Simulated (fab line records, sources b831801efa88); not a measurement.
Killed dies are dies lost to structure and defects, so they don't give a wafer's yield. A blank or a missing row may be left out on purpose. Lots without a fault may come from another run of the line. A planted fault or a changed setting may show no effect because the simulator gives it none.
fab line records | flow sky130
record lots=5 wafers=15 last_day=49
route steps=708 shown METAL3@534 CAPM@537
lots that met no fault: from a run of the same line without faults
start_h: hours from the record's first day to the start of the lot's first wafer shown | wait_h: hours since the lot's step before | " the same as in the row above | L1.1+2: a row that stands for several wafers | - no value, or no start given | * or withheld: withheld | < > ~ a bound
route shown NAME@n: a module of which the file shows steps, and the number in the route of the first | usual: mean/standard deviation of fault-free wafers | same: alike in all rows | chamber/n: place in a boat | sites: the reading at each site | _std_site: their standard deviation | _edge_site: outer sites' mean less inner sites' | radius_mm: how far each site lies from the wafer's centre | mask NAME#n: copy n | behind: the tool/chamber that last shaped the wafer | hold: why the lot was held/for how many hours/how that ended | device: the transistor (n, p or np) that didn't switch | end of line: the same wafers' tests at the end of the route | a step without rows: its recipe alone | killed: dies lost to structure and defects at the first sort, not the wafer's yield | map: a wafer's dies, x killed, . not, _ none there
set.NAME: the setting as run; set.NAME@STEP: as run at that earlier step | model.NAME: the simulator's own value behind a step, which no gauge read
lots at some steps of the route; a table a step, a row a wafer
services: from which hour (start_h, from the record's first day; less than 0 if before it) a tool's chamber was out of use, for how many hours, and why
## steps
# step SKY_METAL3_SPUTTER_02
# recipe material=AlCu target_thk_nm=735 power_w=10600 time_s=39.1 chamber_pressure_pa=0.4
# usual throttle_valve_pct=30.0/0.82
# columns lot.wafer tool chamber start_h wait_h throttle_valve_pct
L081.1 pvd_sputter-01 - 907.15 0.0 28.9
L081.2 " - " " 30.1
L081.5 " - " " 30.0
L082.1 pvd_sputter-01 - 908.14 0.0 29.2
L082.2 " - " " 29.6
L082.3 " - " " 30.2
L083.3 pvd_sputter-04 - 921.54 0.0 30.7
L083.5 " - " " 30.8
L083.6 " - " " 30.9
L084.1 pvd_sputter-04 - 931.14 0.0 30.9
L084.3 " - " " 31.0
L084.4 " - " " 30.6
L095.1 pvd_sputter-01 - 998.62 0.0 28.8
L095.3 " - " " 29.4
L095.4 " - " " 29.6
# step SKY_METAL3_SPUTTER_03
# recipe material=Ti target_thk_nm=5 power_w=3000 time_s=3.3 chamber_pressure_pa=0.4
# usual throttle_valve_pct=30.0/0.86
# columns lot.wafer tool chamber start_h wait_h throttle_valve_pct
L081.1 pvd_sputter-01 - 907.19 0.0 28.8
L081.2 " - " " 29.9
L081.5 " - " " 30.3
L082.1 pvd_sputter-01 - 908.18 0.0 28.6
L082.2 " - " " 29.5
L082.3 " - " " 30.5
L083.3 pvd_sputter-04 - 921.58 0.0 31.1
L083.5 " - " " 30.9
L083.6 " - " " 30.5
L084.1 pvd_sputter-04 - 931.18 0.0 30.8
L084.3 " - " " 30.9
L084.4 " - " " 30.8
L095.1 pvd_sputter-01 - 998.66 0.0 28.9
L095.3 " - " " 29.3
L095.4 " - " " 29.4
# step SKY_METAL3_SPUTTER_04
# recipe material=TiN target_thk_nm=70 power_w=6500 time_s=58.3 chamber_pressure_pa=0.4
# usual throttle_valve_pct=30.0/0.82
# columns lot.wafer tool chamber start_h wait_h throttle_valve_pct
L081.1 pvd_sputter-01 - 907.21 0.0 29.4
L081.2 " - " " 30.1
L081.5 " - " " 30.4
L082.1 pvd_sputter-01 - 908.20 0.0 28.9
L082.2 " - " " 29.4
L082.3 " - " " 30.6
L083.3 pvd_sputter-04 - 921.59 0.0 30.7
L083.5 " - " " 30.8
L083.6 " - " " 30.7
L084.1 pvd_sputter-04 - 931.20 0.0 30.9
L084.3 " - " " 30.9
L084.4 " - " " 30.7
L095.1 pvd_sputter-01 - 998.68 0.0 28.9
L095.3 " - " " 29.3
L095.4 " - " " 29.6
# step SKY_CAPM_CVD_00
# recipe material=SiO2 target_thk_nm=15.5 temp_c=400 time_s=withheld rf_w=450
# usual heater_power_w=709/95
# columns lot.wafer tool chamber start_h wait_h heater_power_w
L081.1 pecvd-01 2 907.26 0.0 697
L081.2 " 0 " " 740
L081.5 " 0 " " 741
L082.1 pecvd-04 1 908.25 0.0 782
L082.2 " 0 " " 664
L082.3 " 2 " " 694
L083.3 pecvd-03 2 921.64 0.0 571
L083.5 " 1 " " 934
L083.6 " 2 " " 587
L084.1 pecvd-01 0 931.25 0.0 749
L084.3 " 1 " " 620
L084.4 " 0 " " 737
L095.1 pecvd-04 2 998.72 0.0 645
L095.3 " 0 " " 616
L095.4 " 2 " " 635
# step SKY_CAPM_THK_MEAS_01
# recipe reads=SiO2_of_CAPM_CVD_00
# usual CAPM_CVD_00_THK=15.52/0.22
# columns lot.wafer tool chamber start_h wait_h CAPM_CVD_00_THK[nm]
L081.1 film_metro-02 - 907.28 - 15.43
L081.2 " - " " 15.26
L081.5 " - " " 15.69
L082.1 film_metro-02 - 908.27 - 15.31
L082.2 " - " " 15.23
L082.3 " - " " 15.16
L083.3 film_metro-04 - 921.68 - 15.39
L083.5 " - " " 15.52
L083.6 " - " " 15.51
L084.1 film_metro-04 - 931.27 - 15.75
L084.3 " - " " 15.46
L084.4 " - " " 15.97
L095.1 film_metro-04 - 998.75 - 15.23
L095.3 " - " " 15.27
L095.4 " - " " 15.60
# step SKY_CAPM_SPUTTER_02
# recipe material=TiN target_thk_nm=200 temp_c=300 power_w=6500 time_s=166.7 chamber_pressure_pa=0.4
# usual throttle_valve_pct=30.2/0.99
# columns lot.wafer tool chamber start_h wait_h throttle_valve_pct
L081.1 pvd_sputter-02 - 907.34 0.1 30.8
L081.2 " - " " 31.1
L081.5 " - " " 29.6
L082.1 pvd_sputter-02 - 908.33 0.1 31.0
L082.2 " - " " 29.2
L082.3 " - " " 29.0
L083.3 pvd_sputter-02 - 921.72 0.0 31.0
L083.5 " - " " 29.5
L083.6 " - " " 30.5
L084.1 pvd_sputter-02 - 931.33 0.1 29.2
L084.3 " - " " 30.8
L084.4 " - " " 30.9
L095.1 pvd_sputter-02 - 998.81 0.1 29.1
L095.3 " - " " 29.5
L095.4 " - " " 30.8
# step SKY_CAPM_RS_MEAS_03
# recipe thk_meas_gauge=four-point-probe reads=TiN_of_CAPM_SPUTTER_02
# usual CAPM_TIN_RS=6.94/0.074
# columns lot.wafer tool chamber start_h wait_h CAPM_TIN_RS[ohm/sq]
L081.1 film_metro-02 - 907.45 0.1 6.90
L081.2 " - " " 6.77
L081.5 " - " " 6.91
L082.1 film_metro-01 - 908.44 0.1 6.89
L082.2 " - " " 6.92
L082.3 " - " " 6.90
L083.3 film_metro-01 - 921.87 0.1 6.90
L083.5 " - " " 6.92
L083.6 " - " " 6.85
L084.1 film_metro-01 - 931.44 0.1 6.98
L084.3 " - " " 6.93
L084.4 " - " " 6.94
L095.1 film_metro-01 - 998.92 0.1 6.91
L095.3 " - " " 7.01
L095.4 " - " " 6.94
# step SKY_CAPM_THK_MEAS_04
# recipe thk_meas_gauge=xrf reads=TiN_of_CAPM_SPUTTER_02
# usual CAPM_TIN_THK=196.3/2.7
# columns lot.wafer tool chamber start_h wait_h CAPM_TIN_THK[nm]
L081.1 film_metro-02 - 907.57 0.1 193.8
L081.2 " - " " 197.6
L081.5 " - " " 195.3
L082.1 film_metro-01 - 908.56 0.1 198.8
L082.2 " - " " 197.7
L082.3 " - " " 196.9
L083.3 film_metro-01 - 921.97 0.1 198.3
L083.5 " - " " 198.3
L083.6 " - " " 198.8
L084.1 film_metro-01 - 931.56 0.1 195.8
L084.3 " - " " 196.7
L084.4 " - " " 197.0
L095.1 film_metro-01 - 999.04 0.1 197.6
L095.3 " - " " 196.0
L095.4 " - " " 196.6
# step SKY_CAPM_DEHYDRATE_05
# recipe temp_c=200 time_s=60
# columns lot.wafer tool chamber start_h wait_h
L081.1+2+5 litho_track-03 0 920.14 12.6
L082.1+2+3 litho_track-04 0 920.76 12.2
L083.3+5+6 litho_track-03 0 933.29 11.3
L084.1+3+4 litho_track-03 0 943.74 12.2
L095.1+3+4 litho_track-04 0 1009.06 10.0
# step SKY_CAPM_HMDS_06
# recipe prime_time_s=60 prime_temp_c=120
# usual prime_temp_c=120.00/0.14
# columns lot.wafer tool chamber start_h wait_h prime_temp_c
L081.1 litho_track-03 0 920.29 0.1 119.85
L081.2 " 0 " " 120.09
L081.5 " 0 " " 119.99
L082.1 litho_track-04 0 920.91 0.1 119.70
L082.2 " 0 " " 119.83
L082.3 " 0 " " 119.85
L083.3 litho_track-03 0 933.44 0.1 119.94
L083.5 " 0 " " 120.01
L083.6 " 0 " " 120.25
L084.1 litho_track-03 0 943.89 0.1 119.91
L084.3 " 0 " " 119.74
L084.4 " 0 " " 119.81
L095.1 litho_track-04 0 1009.21 0.1 120.18
L095.3 " 0 " " 119.85
L095.4 " 0 " " 120.37
## services
# columns tool chamber start_h hours kind
pecvd-04 1 888.21 2.1 scheduled_down
pecvd-03 - 896.89 2.8 pm
pvd_sputter-04 0 917.78 - consumable_replace:kit
pvd_sputter-04 0 917.78 18.0 scheduled_down
pvd_sputter-04 0 917.78 18.0 vent_cycle
pvd_sputter-02 3 923.43 - consumable_replace:kit
pvd_sputter-02 3 923.43 18.0 scheduled_down
pvd_sputter-02 3 923.43 18.0 vent_cycle
pecvd-03 - 927.35 1.8 repair
pvd_sputter-04 - 937.41 8.7 repair
pecvd-01 0 938.66 5.5 scheduled_down
pvd_sputter-04 - 964.66 21.3 repair
pvd_sputter-02 - 965.46 5.1 repair
pecvd-03 1 972.64 5.5 scheduled_down
pecvd-03 1 978.10 2.1 scheduled_down
pvd_sputter-01 2 981.10 - consumable_replace:kit
pvd_sputter-01 2 981.10 18.0 scheduled_down
pvd_sputter-01 2 981.10 18.0 vent_cycle
pecvd-01 - 981.27 2.8 pm
pecvd-04 0 993.68 2.1 scheduled_down
pvd_sputter-01 - 999.93 6.8 repair
pvd_sputter-02 2 1003.29 - consumable_replace:kit
pvd_sputter-02 2 1003.29 18.0 scheduled_down
pvd_sputter-02 2 1003.29 18.0 vent_cycle
## key
fault none
